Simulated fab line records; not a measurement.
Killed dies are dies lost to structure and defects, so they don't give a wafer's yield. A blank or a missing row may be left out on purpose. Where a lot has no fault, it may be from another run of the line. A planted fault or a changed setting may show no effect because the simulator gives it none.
fab line records ; flow sky130
record lots=12; wafers=34; last-day=49
route steps=708 shown CONTACT@411 METAL2@501 CAP2M@607 METAL4@626 PAD_OPEN@708
lots that met no fault: from a run of the same line without faults
start-h: the number of hours between the record's first day and the start of the first shown wafer of the lot ; wait-h: hours elapsed since this lot's preceding step ; " repeats the value in the row above ; L1.1+2: one row covering several wafers at once ; - either no value or no given start ; * or withheld: withheld ; < > ~ a bound
route shown NAME@n: a module of which the file shows steps, and the number in the route of the first ; usual: mean/standard deviation of fault-free wafers ; same: alike in all rows ; chamber/n: place in a boat ; sites: readings site by site ; _std_site: how widely they spread, as a standard deviation ; _edge_site: mean of outer sites minus mean of inner sites ; radius-mm: for every site, how far away it sits from the centre of the wafer ; mask NAME#n: copy n ; behind: the tool/chamber that last shaped the wafer ; hold: the reason the lot was held/the length of the hold in hours/how it ended ; device: transistor that didn't switch, given as n, p or np ; end of line: the same wafers' tests at the end of the route ; where a step has no rows: the recipe by itself ; killed: at the first sort, the dies lost to defects and structure; wafer yield is something else ; map: dies across one wafer; x = killed, . = not, _ = none there
set.NAME: setting as actually run; set.NAME@STEP: the setting as run at that earlier step ; model.NAME: the simulator's own value behind a step, which no gauge read
steps of the route over a sample of lots; a table a step, a row a wafer
services: the hour from which a tool's chamber was out of use, counted from the record's first day as start-h (under 0 if before that day), plus the number of hours and why
## steps
# step SKY_CONTACT_BOW_MEAS_05
# recipe mode=bow
# usual CONTACT_BOW=82/7.6
lot.wafer;tool;chamber;start-h;wait-h;CONTACT_BOW[um]
L783.4;film-metro-02;-;725.04;0.3;87
L783.5;film-metro-02;-;725.04;0.3;80
L783.6;film-metro-02;-;725.04;0.3;84
L784.3;film-metro-03;-;731.19;0.2;68
L784.4;film-metro-03;-;731.19;0.2;79
L784.5;film-metro-03;-;731.19;0.2;87
L785.3;film-metro-02;-;734.69;0.2;83
L785.4;film-metro-02;-;734.69;0.2;83
L785.6;film-metro-02;-;734.69;0.2;77
L787.1;film-metro-02;-;752.18;0.1;79
L787.3;film-metro-02;-;752.18;0.1;80
L787.6;film-metro-02;-;752.18;0.1;69
L788.3;film-metro-03;-;756.92;0.3;91
L788.5;film-metro-03;-;756.92;0.3;85
L788.6;film-metro-03;-;756.92;0.3;75
L789.2;film-metro-02;-;761.75;0.1;83
L789.4;film-metro-02;-;761.75;0.1;83
L789.6;film-metro-02;-;761.75;0.1;83
L790.2;film-metro-02;-;765.97;0.3;70
L790.4;film-metro-02;-;765.97;0.3;79
L790.5;film-metro-02;-;765.97;0.3;72
L791.2;film-metro-03;-;773.67;0.1;77
L791.4;film-metro-03;-;773.67;0.1;70
L791.5;film-metro-03;-;773.67;0.1;70
L792.1;film-metro-01;-;782.51;0.2;84
L792.2;film-metro-01;-;782.51;0.2;93
L792.4;film-metro-01;-;782.51;0.2;93
L799.3;film-metro-02;-;837.85;0.1;73
L799.4;film-metro-02;-;837.85;0.1;84
L799.6;film-metro-02;-;837.85;0.1;78
L800.3;film-metro-03;-;843.61;0.2;88
L800.4;film-metro-03;-;843.61;0.2;71
L801.1;film-metro-03;-;848.98;0.2;86
L801.3;film-metro-03;-;848.98;0.2;78
# step SKY_METAL2_ETCH_18
# recipe chemistry=N2/H2; target=BARC; ion-energy-ev=200; bias-w=100; pressure-mtorr=30; n2-flow-sccm=100; h2-flow-sccm=200; icp-w=500; stop-on=SiO2; time-s=45.9; target-depth-a=600
# usual drypump-motor-current-A=5.6/0.37; he-backside-leak-sccm=3.27/0.14; oes-product-au=0.855/0.0048; throttle-valve-pct=13.225/0.009
lot.wafer;tool;chamber;start-h;wait-h;drypump-motor-current-A;he-backside-leak-sccm;oes-product-au;rf-hours-counter-h;throttle-valve-pct
L783.4;rie-metal-01;1;837.38;0.0;5.4;3.37;0.852;-;13.203
L783.5;rie-metal-01;1;837.38;0.0;5.4;3.37;0.853;-;13.230
L783.6;rie-metal-01;0;837.38;0.0;5.6;3.15;0.854;-;13.231
L784.3;rie-metal-01;1;842.63;0.0;5.5;3.37;0.854;-;13.223
L784.4;rie-metal-01;0;842.63;0.0;5.6;3.48;0.853;-;13.234
L784.5;rie-metal-01;1;842.63;0.0;5.4;3.36;0.852;-;13.231
L785.3;rie-metal-01;1;845.95;0.0;5.4;3.39;0.858;-;13.228
L785.4;rie-metal-01;0;845.95;0.0;5.6;3.42;0.854;-;13.222
L785.6;rie-metal-01;1;845.95;0.0;5.4;3.29;0.854;-;13.211
L787.1;rie-metal-03;1;863.11;0.0;6.1;3.16;0.856;14;13.225
L787.3;rie-metal-03;0;863.11;0.0;5.0;3.02;0.852;-;13.230
L787.6;rie-metal-03;1;863.11;0.0;6.1;3.22;0.852;-;13.227
L788.3;rie-metal-04;1;868.50;0.1;5.7;3.30;0.860;-;13.231
L788.5;rie-metal-04;1;868.50;0.1;5.7;3.46;0.851;-;13.226
L788.6;rie-metal-04;1;868.50;0.1;5.8;3.36;0.863;-;13.227
L789.2;rie-metal-03;0;870.52;0.0;5.0;3.10;0.862;1;13.222
L789.4;rie-metal-03;0;870.52;0.0;5.0;3.09;0.857;-;13.216
L789.6;rie-metal-03;1;870.52;0.0;6.2;3.12;0.857;-;13.223
L790.2;rie-metal-01;0;875.96;0.0;5.6;3.33;0.858;9;13.214
L790.4;rie-metal-01;1;875.96;0.0;5.4;3.37;0.855;-;13.224
L790.5;rie-metal-01;1;875.96;0.0;5.4;3.45;0.853;-;13.240
L791.2;rie-metal-01;1;882.84;0.0;5.4;3.37;0.846;3;13.235
L791.4;rie-metal-01;1;882.84;0.0;5.4;3.50;0.852;-;13.227
L791.5;rie-metal-01;0;882.84;0.0;5.6;3.17;0.848;-;13.220
L792.1;rie-metal-04;0;893.01;0.0;5.8;3.30;0.850;1;13.230
L792.2;rie-metal-04;1;893.01;0.0;5.7;3.49;0.841;16;13.235
L792.4;rie-metal-04;1;893.01;0.0;5.7;3.46;0.856;-;13.223
L799.3;rie-metal-03;1;945.15;0.0;6.2;3.13;0.852;-;13.222
L799.4;rie-metal-03;0;945.15;0.0;5.0;3.08;0.855;-;13.217
L799.6;rie-metal-03;0;945.15;0.0;5.0;3.04;0.855;-;13.216
L800.3;rie-metal-04;1;949.38;0.0;5.7;3.44;0.854;-;13.227
L800.4;rie-metal-04;0;949.38;0.0;5.7;3.22;0.853;-;13.224
L801.1;rie-metal-01;1;954.07;0.0;5.4;3.50;0.860;7;13.231
L801.3;rie-metal-01;0;954.07;0.0;5.6;3.39;0.851;-;13.223
# step SKY_CAP2M_THK_MEAS_04
# recipe thk-meas-gauge=xrf; reads=TiN_of_CAP2M_SPUTTER_02
# usual CAP2M_TIN_THK=200.3/2.9
lot.wafer;tool;chamber;start-h;wait-h;CAP2M_TIN_THK[nm]
L783.4;film-metro-04;-;945.29;0.1;199.0
L783.5;film-metro-04;-;945.29;0.1;199.3
L783.6;film-metro-04;-;945.29;0.1;200.8
L784.3;film-metro-01;-;949.99;0.1;199.3
L784.4;film-metro-01;-;949.99;0.1;198.1
L784.5;film-metro-01;-;949.99;0.1;200.3
L785.3;film-metro-01;-;954.19;0.1;203.8
L785.4;film-metro-01;-;954.19;0.1;206.0
L785.6;film-metro-01;-;954.19;0.1;205.3
L787.1;film-metro-03;-;969.87;0.1;203.3
L787.3;film-metro-03;-;969.87;0.1;204.0
L787.6;film-metro-03;-;969.87;0.1;203.8
L788.3;film-metro-03;-;974.94;0.1;200.6
L788.5;film-metro-03;-;974.94;0.1;201.6
L788.6;film-metro-03;-;974.94;0.1;198.6
L789.2;film-metro-04;-;976.82;0.1;196.5
L789.4;film-metro-04;-;976.82;0.1;198.7
L789.6;film-metro-04;-;976.82;0.1;195.5
L790.2;film-metro-03;-;981.78;0.1;201.8
L790.4;film-metro-03;-;981.78;0.1;199.8
L790.5;film-metro-03;-;981.78;0.1;195.7
L791.2;film-metro-04;-;988.71;0.1;201.6
L791.4;film-metro-04;-;988.71;0.1;198.6
L791.5;film-metro-04;-;988.71;0.1;197.2
L792.1;film-metro-04;-;998.89;0.1;196.8
L792.2;film-metro-04;-;998.89;0.1;193.6
L792.4;film-metro-04;-;998.89;0.1;196.0
L799.3;film-metro-04;-;1046.64;0.1;197.9
L799.4;film-metro-04;-;1046.64;0.1;194.7
L799.6;film-metro-04;-;1046.64;0.1;194.4
L800.3;film-metro-01;-;1050.59;0.1;206.7
L800.4;film-metro-01;-;1050.59;0.1;203.8
L801.1;film-metro-03;-;1053.32;0.1;196.8
L801.3;film-metro-03;-;1053.32;0.1;199.4
# step SKY_METAL4_EXPOSE_10
# recipe mask-id=MM4; na=0.68; source-shape=annular; sigma-inner=0.4; sigma-outer=0.8; target-cd-nm=300; dose-mj=28
# usual stage-vel-mm-s=499.94/0.27
# same na=0.68; sigma-outer=0.8
lot.wafer;tool;chamber;start-h;wait-h;mask;stage-vel-mm-s
L783.4;krf-scanner-01;0;982.23;-;MM4#0;500.10
L783.5;krf-scanner-01;0;982.23;-;MM4#0;500.02
L783.6;krf-scanner-01;0;982.23;-;MM4#0;500.07
L784.3;krf-scanner-01;0;985.76;-;MM4#0;499.85
L784.4;krf-scanner-01;0;985.76;-;MM4#0;500.31
L784.5;krf-scanner-01;0;985.76;-;MM4#0;499.96
L785.3;krf-scanner-01;0;990.78;-;MM4#0;499.97
L785.4;krf-scanner-01;0;990.78;-;MM4#0;499.92
L785.6;krf-scanner-01;0;990.78;-;MM4#0;500.24
L787.1;krf-scanner-02;0;1004.85;-;MM4#0;499.79
L787.3;krf-scanner-02;0;1004.85;-;MM4#0;500.06
L787.6;krf-scanner-02;0;1004.85;-;MM4#0;499.95
L788.3;krf-scanner-01;0;1011.39;-;MM4#0;499.85
L788.5;krf-scanner-01;0;1011.39;-;MM4#0;499.45
L788.6;krf-scanner-01;0;1011.39;-;MM4#0;499.26
L789.2;krf-scanner-02;0;1012.52;-;MM4#0;500.06
L789.4;krf-scanner-02;0;1012.52;-;MM4#0;500.17
L789.6;krf-scanner-02;0;1012.52;-;MM4#0;499.97
L790.2;krf-scanner-01;0;1017.67;-;MM4#0;499.84
L790.4;krf-scanner-01;0;1017.67;-;MM4#0;500.00
L790.5;krf-scanner-01;0;1017.67;-;MM4#0;499.61
L791.2;krf-scanner-01;0;1024.19;-;MM4#0;499.77
L791.4;krf-scanner-01;0;1024.19;-;MM4#0;499.25
L791.5;krf-scanner-01;0;1024.19;-;MM4#0;499.54
L792.1;krf-scanner-02;0;1034.05;-;MM4#0;500.00
L792.2;krf-scanner-02;0;1034.05;-;MM4#0;500.05
L792.4;krf-scanner-02;0;1034.05;-;MM4#0;499.83
L799.3;krf-scanner-02;0;1078.61;-;MM4#0;500.49
L799.4;krf-scanner-02;0;1078.61;-;MM4#0;499.91
L799.6;krf-scanner-02;0;1078.61;-;MM4#0;500.42
L800.3;krf-scanner-01;0;1083.66;-;MM4#0;500.23
L800.4;krf-scanner-01;0;1083.66;-;MM4#0;499.83
L801.1;krf-scanner-01;0;1085.83;-;MM4#0;499.99
L801.3;krf-scanner-01;0;1085.83;-;MM4#0;500.32
# step SKY_METAL4_CD_MEAS_13
# recipe target-cd-nm=300
# usual cd-nm=300.3/1.5
lot.wafer;tool;chamber;start-h;wait-h;cd-nm
L783.4;cd-sem-02;-;993.74;-;299.6
L783.5;cd-sem-02;-;993.74;-;298.4
L783.6;cd-sem-02;-;993.74;-;300.2
L784.3;cd-sem-01;-;997.27;-;298.5
L784.4;cd-sem-01;-;997.27;-;299.3
L784.5;cd-sem-01;-;997.27;-;299.1
L785.3;cd-sem-01;-;1001.61;-;301.2
L785.4;cd-sem-01;-;1001.61;-;300.7
L785.6;cd-sem-01;-;1001.61;-;301.0
L787.1;cd-sem-02;-;1016.84;-;298.7
L787.3;cd-sem-02;-;1016.84;-;298.3
L787.6;cd-sem-02;-;1016.84;-;299.1
L788.3;cd-sem-02;-;1022.46;-;301.5
L788.5;cd-sem-02;-;1022.46;-;303.0
L788.6;cd-sem-02;-;1022.46;-;302.3
L789.2;cd-sem-01;-;1024.00;-;301.0
L789.4;cd-sem-01;-;1024.00;-;302.1
L789.6;cd-sem-01;-;1024.00;-;299.3
L790.2;cd-sem-02;-;1028.14;-;300.0
L790.4;cd-sem-02;-;1028.14;-;300.6
L790.5;cd-sem-02;-;1028.14;-;299.4
L791.2;cd-sem-01;-;1035.39;-;301.8
L791.4;cd-sem-01;-;1035.39;-;301.8
L791.5;cd-sem-01;-;1035.39;-;300.9
L792.1;cd-sem-02;-;1045.67;-;302.5
L792.2;cd-sem-02;-;1045.67;-;301.2
L792.4;cd-sem-02;-;1045.67;-;302.6
L799.3;cd-sem-02;-;1089.18;-;301.8
L799.4;cd-sem-02;-;1089.18;-;300.3
L799.6;cd-sem-02;-;1089.18;-;299.8
L800.3;cd-sem-02;-;1093.78;-;216.4
L800.4;cd-sem-02;-;1093.78;-;298.0
L801.1;cd-sem-02;-;1095.43;-;300.5
L801.3;cd-sem-02;-;1095.43;-;216.1
# step SKY_PAD_OPEN_PROBE_99
# usual defect-limited-yield=81.9/2; killed_at_M0_to_M3=43/6.5; killed_at_M4_up=3.2/1.8; killed-at-contacts=26/5.2; killed-at-front-end=16/4.8; killed-at-other=0.3/0.6; killed-dies=89/9.6; killed-on-rim=17/3.7; killed-open=48/7.1; killed-short=40/6.4; sort_bin_3_pad_short=0.9/0.37; sort_bin_5_function=10.7/1.4; sort_bin_6_memory=6.5/1.2; sort-n-pass=403/9.6; sort-yield-pct=81.9/2
# same gross-dies=492; killed-at-back-side=0; sort_bin_4_leakage[%]=0; sort_bin_8_speed[%]=0
lot.wafer;tool;chamber;start-h;wait-h;defect-limited-yield[%];killed_at_M0_to_M3;killed_at_M4_up;killed-at-contacts;killed-at-front-end;killed-at-other;killed-dies;killed-on-rim;killed-open;killed-short;sort_bin_3_pad_short[%];sort_bin_5_function[%];sort_bin_6_memory[%];sort-n-pass;sort-yield-pct[%]
L792.1;prober-01;-;1134.44;0.1;83.5;45;0;22;13;1;81;14;47;34;1.0;9.1;6.3;411;83.5
L792.2;prober-01;-;1134.49;0.1;82.9;33;0;33;17;1;84;25;50;34;0.6;10.8;5.7;408;82.9
L792.4;prober-01;-;1134.59;0.2;82.1;49;3;24;12;0;88;18;52;36;0;11.4;6.5;404;82.1
L799.3;prober-02;-;1171.90;0.2;83.3;37;4;25;16;0;82;10;43;37;1.4;8.5;6.7;410;83.3
L799.4;prober-02;-;1171.95;0.2;79.7;47;1;31;21;0;100;16;51;49;1.6;10.6;8.1;392;79.7
L800.3;prober-01;-;1174.85;0.2;0;39;403;28;21;1;492;96;52;41;1.2;92.9;5.9;0;0
L800.4;prober-01;-;1174.90;0.2;81.3;48;3;25;16;0;92;19;53;39;0.4;12.0;6.3;400;81.3
L801.1;prober-02;-;1177.16;0.1;81.7;43;3;28;16;0;90;18;42;47;0.6;11.8;5.9;402;81.7
L801.3;prober-02;-;1177.26;0.2;0;44;409;22;17;0;492;96;41;43;0.2;93.9;5.9;0;0
# killed by level:class
L792.1 VIA1:geometric-particle:open=10 CONTACT:geometric-particle:open=9 VIA2:geometric-particle:open=8 VIA3:geometric-particle:open=7 METAL1:geometric-particle:short=6 LI_CONTACT:geometric-particle:short=4 LI_CONTACT:geometric-particle:open=4 LOCAL_INTERCONNECT:geometric-particle:short=4
L792.2 CONTACT:geometric-particle:open=9 LI_CONTACT:geometric-particle:open=8 LI_CONTACT:geometric-particle:short=8 VIA1:geometric-particle:open=8 VIA2:geometric-particle:open=8 CONTACT:geometric-particle:short=7 VIA3:geometric-particle:open=5 FIELD_ISO:geometric-particle:open=4
L792.4 VIA1:geometric-particle:open=10 VIA3:geometric-particle:open=10 LI_CONTACT:geometric-particle:open=9 VIA2:geometric-particle:open=8 LOCAL_INTERCONNECT:geometric-particle:short=7 CONTACT:geometric-particle:open=5 VIA1:geometric-particle:short=5 METAL1:geometric-particle:short=5
L799.3 CONTACT:geometric-particle:open=11 VIA1:geometric-particle:open=10 VIA2:geometric-particle:open=8 VIA1:geometric-particle:short=7 CONTACT:geometric-particle:short=7 FIELD_ISO:geometric-particle:short=5 LI_CONTACT:geometric-particle:open=5 SPACER:geometric-particle:short=4
L799.4 VIA3:geometric-particle:open=11 LI_CONTACT:geometric-particle:open=10 CONTACT:geometric-particle:open=10 METAL1:geometric-particle:short=8 VIA1:geometric-particle:open=6 VIA1:geometric-particle:short=6 FIELD_ISO:geometric-particle:short=5 LOCAL_INTERCONNECT:geometric-particle:short=5
L800.3 METAL4:area-expose=399 VIA1:geometric-particle:open=13 POLY_GATE:geometric-particle:short=9 CONTACT:geometric-particle:open=9 CONTACT:geometric-particle:short=7 LI_CONTACT:geometric-particle:open=6 POLY_GATE:geometric-particle:open=5 METAL1:geometric-particle:short=4
L800.4 VIA1:geometric-particle:open=14 CONTACT:geometric-particle:open=12 METAL2:geometric-particle:short=8 VIA3:geometric-particle:open=6 FIELD_ISO:geometric-particle:short=5 POLY_GATE:geometric-particle:short=5 VIA2:geometric-particle:open=5 CONTACT:geometric-particle:short=4
L801.1 CONTACT:geometric-particle:open=11 METAL2:geometric-particle:short=8 LI_CONTACT:geometric-particle:open=7 VIA1:geometric-particle:open=7 FIELD_ISO:geometric-particle:short=6 VIA3:geometric-particle:short=6 METAL3:geometric-particle:short=5 VIA3:geometric-particle:open=5
L801.3 METAL4:area-expose=407 VIA1:geometric-particle:open=11 LI_CONTACT:geometric-particle:open=7 LI_CONTACT:geometric-particle:short=5 VIA2:geometric-particle:open=5 METAL1:geometric-particle:short=5 METAL2:geometric-particle:short=5 FIELD_ISO:geometric-particle:short=4
## services
tool;chamber;start-h;hours;kind
krf-scanner-01;-;833.13;1.3;pm
krf-scanner-01;-;851.33;0.8;pm
krf-scanner-01;-;859.12;1.0;pm
rie-metal-04;-;861.35;2.0;repair
krf-scanner-02;-;863.19;2.9;repair
krf-scanner-02;-;886.82;0.8;pm
krf-scanner-02;-;888.13;0.5;repair
rie-metal-01;-;901.46;0.3;repair
krf-scanner-02;-;907.46;1.3;pm
rie-metal-04;-;917.03;1.4;pm
krf-scanner-02;-;919.46;5.1;repair
krf-scanner-01;-;938.52;0.8;pm
krf-scanner-02;-;954.41;1.0;pm
krf-scanner-01;-;975.09;3.8;repair
krf-scanner-02;-;986.26;1.5;repair
rie-metal-04;-;998.82;0.6;repair
krf-scanner-01;-;1009.03;1.3;pm
krf-scanner-01;-;1028.12;1.0;pm
krf-scanner-02;-;1053.06;4.9;repair
krf-scanner-02;-;1053.66;0.8;repair
krf-scanner-02;-;1054.59;0.9;repair
krf-scanner-02;-;1057.91;0.8;pm
krf-scanner-01;-;1060.51;1.6;repair
krf-scanner-02;-;1083.36;1.3;pm
## key
first-sign step=SKY_METAL4_CD_MEAS_13; reading=cd-nm; direction=down; sigmas=56; usual=300.3; struck=216.2
effect step=SKY_PAD_OPEN_PROBE_99; reading=killed_at_M4_up; direction=up; sigmas=99+; usual=3.2; struck=406
more-kills-born-at SKY_METAL4_EXPOSE_10@krf-scanner-01=806
met-at SKY_METAL4_EXPOSE_10
struck-lots L800,L801
struck-wafers L800.3,L801.3
later-rows-left-out L800.3,L801.3
not-acting-at SKY_CONTACT_BOW_MEAS_05,SKY_METAL2_ETCH_18,SKY_CAP2M_THK_MEAS_04
onset-between 1024.19 1083.66
fault kind=process-parameter-drift; tool=krf-scanner-01; chamber=-; onset-h=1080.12; steps=SKY_METAL4_EXPOSE_10; channel=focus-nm; offset=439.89; shape=step; end-h=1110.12; scope=struck-wafers-only
# later-rows-left-out: the simulator's readings of these wafers behind a module that went badly wrong aren't trusted and aren't shown, but for the sort
